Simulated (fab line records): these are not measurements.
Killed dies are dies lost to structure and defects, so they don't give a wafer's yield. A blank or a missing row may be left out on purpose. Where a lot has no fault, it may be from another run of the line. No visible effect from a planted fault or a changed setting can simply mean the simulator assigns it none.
Which tool did it? | flow sky130 | Sampling: 11 lots, 33 wafers, 5 of 708 route steps

## WHAT THE GAUGES SHOWED, per wafer
SKY_METAL2_OVL_MEAS_16.
lot  | measured     | on         | METAL2_OVL (nm)
L616 | day 35 17:22 | overlay-01 | -7 6 6
L618 | day 36 17:56 | overlay-02 | -12 -6 -15
L620 | day 36 22:37 | overlay-02 | -8 -8 -8
L621 | day 36 23:34 | overlay-01 | 9 -4 4
L626 | day 38 16:25 | overlay-01 | 0 -14 -9
L627 | day 38 21:35 | overlay-01 | 6 -3 6
L632 | day 40 09:11 | overlay-01 | -6 -12 -15
L634 | day 40 17:18 | overlay-02 | 1 -2 -7
L635 | day 41 03:12 | overlay-01 | 6 0 10
L636 | day 41 04:27 | overlay-02 | -4 -10 0
L637 | day 41 15:42 | overlay-01 | 9 12 1

SKY_VIA3_RS_MEAS_22: measurement is done with a four-point probe.
lot  | measured     | on           | VIA3_W_RS (ohm/sq)
L616 | day 40 05:38 | filmMetro-02 | 0.292 0.287 0.292
L618 | day 41 06:19 | filmMetro-03 | 0.297 0.293 0.299
L620 | day 41 08:49 | filmMetro-03 | 0.299 0.293 0.292
L621 | day 41 10:06 | filmMetro-01 | 0.290 0.294 0.291
L632 | day 44 13:19 | filmMetro-01 | 0.294 0.292 0.289
L634 | day 44 20:05 | filmMetro-02 | 0.297 0.297 0.297
L635 | day 45 03:59 | filmMetro-01 | 0.293 0.294 0.291
L636 | day 45 06:01 | filmMetro-02 | 0.295 0.298 0.296
L637 | day 45 15:30 | filmMetro-03 | 0.292 0.294 0.296

## WHICH TOOL RAN EACH LOT (tool, then ch and the chambers of the sampled wafers, then the start)
lot  | SKY_VIA1_CMP_02               | SKY_METAL3_METAL_ETCH_18         | SKY_METAL3_STRIP_19
L616 | cmp-02 ch 0,1,2, day 33 10:54 | rieMetal-03 ch 0,1, day 39 02:42 | plasmaAsher-01 ch 0,1, day 39 02:53
L618 | cmp-02 ch 0,1,2, day 34 10:55 | rieMetal-01 ch 0, day 40 02:42   | plasmaAsher-01 ch 0,1, day 40 02:53
L620 | cmp-01 ch 2,3, day 34 16:18   | rieMetal-01 ch 0,1, day 40 05:45 | plasmaAsher-04 ch 1, day 40 05:56
L621 | cmp-01 ch 1,2, day 34 17:20   | rieMetal-02 ch 0,1, day 40 06:42 | plasmaAsher-01 ch 0,1, day 40 06:53
L626 | cmp-02 ch 0,2,3, day 36 10:21 | rieMetal-03 ch 0,1, day 41 21:43 | plasmaAsher-02 ch 0,1, day 41 21:54
L627 | cmp-02 ch 0,3, day 36 15:52   | rieMetal-01 ch 0, day 42 02:12   | plasmaAsher-02 ch 0,1, day 42 02:23
L632 | cmp-02 ch 0,2, day 38 05:53   | rieMetal-01 ch 0,1, day 43 12:51 | plasmaAsher-02 ch 0,1, day 43 13:02
L634 | cmp-02 ch 0,1,2, day 38 14:11 | rieMetal-02 ch 0,1, day 43 19:40 | plasmaAsher-01 ch 0,1, day 43 19:51
L635 | cmp-02 ch 2,3, day 39 00:00   | rieMetal-03 ch 0,1, day 44 04:16 | plasmaAsher-01 ch 0,1, day 44 04:25
L636 | cmp-02 ch 1,3, day 39 01:20   | rieMetal-01 ch 0, day 44 05:48   | plasmaAsher-04 ch 0,1, day 44 05:59
L637 | cmp-01 ch 0,1, day 39 13:50   | rieMetal-01 ch 0,1, day 44 15:28 | plasmaAsher-02 ch 0,1, day 44 15:39
- SKY_VIA1_CMP_02: polishes SiO2.
- SKY_METAL3_METAL_ETCH_18: etches the open film in Cl2/BCl3, stops on SiO2, target depth 845 nm, time 183.1 s.
- SKY_METAL3_STRIP_19: strips in O2/N2.

## AS READ BY THE TOOLS THEMSELVES (means over the sampled wafers that have a number; for cases with no such wafer, the mark the record gives instead)
SKY_VIA1_CMP_02.
lot  | tool   | motorCurrentA (A)
L616 | cmp-02 | 11.5
L618 | cmp-02 | 11.3
L620 | cmp-01 | 13.1
L621 | cmp-01 | 12.5
L626 | cmp-02 | 11.3
L627 | cmp-02 | 11.0
L632 | cmp-02 | 11.4
L634 | cmp-02 | 11.6
L635 | cmp-02 | 12.3
L636 | cmp-02 | 11.0
L637 | cmp-01 | 10.9

SKY_METAL3_METAL_ETCH_18.
lot  | tool        | bcl3FlowSccm (sccm) | biasW (W) | drypumpMotorCurrentA (A) | oesProductAu (a.u.) | rfFwdPowerW (W) | throttleValvePct (%)
L616 | rieMetal-03 | 30.00               | 48.58     | 5.1                      | 0.871               | 896.0           | 22.262
L618 | rieMetal-01 | 29.94               | 48.59     | 5.5                      | 0.864               | 897.9           | 22.266
L620 | rieMetal-01 | 30.07               | 48.41     | 5.6                      | 0.856               | 899.0           | 22.263
L621 | rieMetal-02 | 29.96               | 48.39     | 5.6                      | 0.871               | 894.7           | 22.269
L626 | rieMetal-03 | -                   | -         | -                        | -                   | -               | -
L627 | rieMetal-01 | -                   | -         | -                        | -                   | -               | -
L632 | rieMetal-01 | 30.04               | 48.37     | 5.6                      | 0.868               | 895.9           | 22.264
L634 | rieMetal-02 | 29.99               | 48.38     | 5.6                      | 0.872               | 892.2           | 22.268
L635 | rieMetal-03 | 30.04               | 48.52     | 5.2                      | 0.871               | 897.8           | 22.255
L636 | rieMetal-01 | 30.04               | 48.63     | 5.5                      | 0.868               | 897.3           | 22.267
L637 | rieMetal-01 | 29.83               | 48.59     | 5.5                      | 0.875               | 895.3           | 22.260

SKY_METAL3_STRIP_19.
lot  | tool           | drypumpMotorCurrentA (A) | oesProductAu (a.u.) | stripTimeToEndpointS (s)
L616 | plasmaAsher-01 | 5.4                      | 0.501               | 6.53
L618 | plasmaAsher-01 | 5.3                      | 0.507               | 6.64
L620 | plasmaAsher-04 | 4.9                      | 0.511               | 6.69
L621 | plasmaAsher-01 | 5.3                      | 0.502               | 6.57
L626 | plasmaAsher-02 | 5.4                      | 0.713               | 11.86
L627 | plasmaAsher-02 | 5.7                      | 0.710               | 11.83
L632 | plasmaAsher-02 | 5.4                      | 0.507               | 6.69
L634 | plasmaAsher-01 | 5.3                      | 0.502               | 6.51
L635 | plasmaAsher-01 | 5.3                      | 0.501               | 6.43
L636 | plasmaAsher-04 | 5.1                      | 0.510               | 6.64
L637 | plasmaAsher-02 | 5.4                      | 0.502               | 6.65

## THE ANSWER, worked out from the rows above alone
Rule: usual is defined by the lots themselves. The widest of any qualifying gaps counts: lots, ordered by their means at a reading, are off when they make up no more than a third of the lots, leave a main group of 4 or more, and stand apart from it by 3 or more times the standard deviation of that group's means. Not used: any main group whose means are identical at the precision the tables above print for the reading. A lot without any number at a reading at which 4 lots or more have one is off too. Any other lot the step has rows for is counted as sound. After the gauges, taken in route order, come the tools' own readings; for these a lot's mean is taken, as printed above. The first step at which some lot is off is used, and at that step the reading that is off furthest; a lot without a number counts as furthest.
Off at SKY_METAL3_METAL_ETCH_18 (bcl3FlowSccm): L626, L627. Without a number there: L626, L627. Mean 29.99 sccm and standard deviation 0.069 in the main group.
A tool fits if, at that step or a process step before it, it ran every lot that is off, and no sound lot after the first of them. No candidate that was tried fits.

## WHAT THE SIMULATOR HAD PUT IN
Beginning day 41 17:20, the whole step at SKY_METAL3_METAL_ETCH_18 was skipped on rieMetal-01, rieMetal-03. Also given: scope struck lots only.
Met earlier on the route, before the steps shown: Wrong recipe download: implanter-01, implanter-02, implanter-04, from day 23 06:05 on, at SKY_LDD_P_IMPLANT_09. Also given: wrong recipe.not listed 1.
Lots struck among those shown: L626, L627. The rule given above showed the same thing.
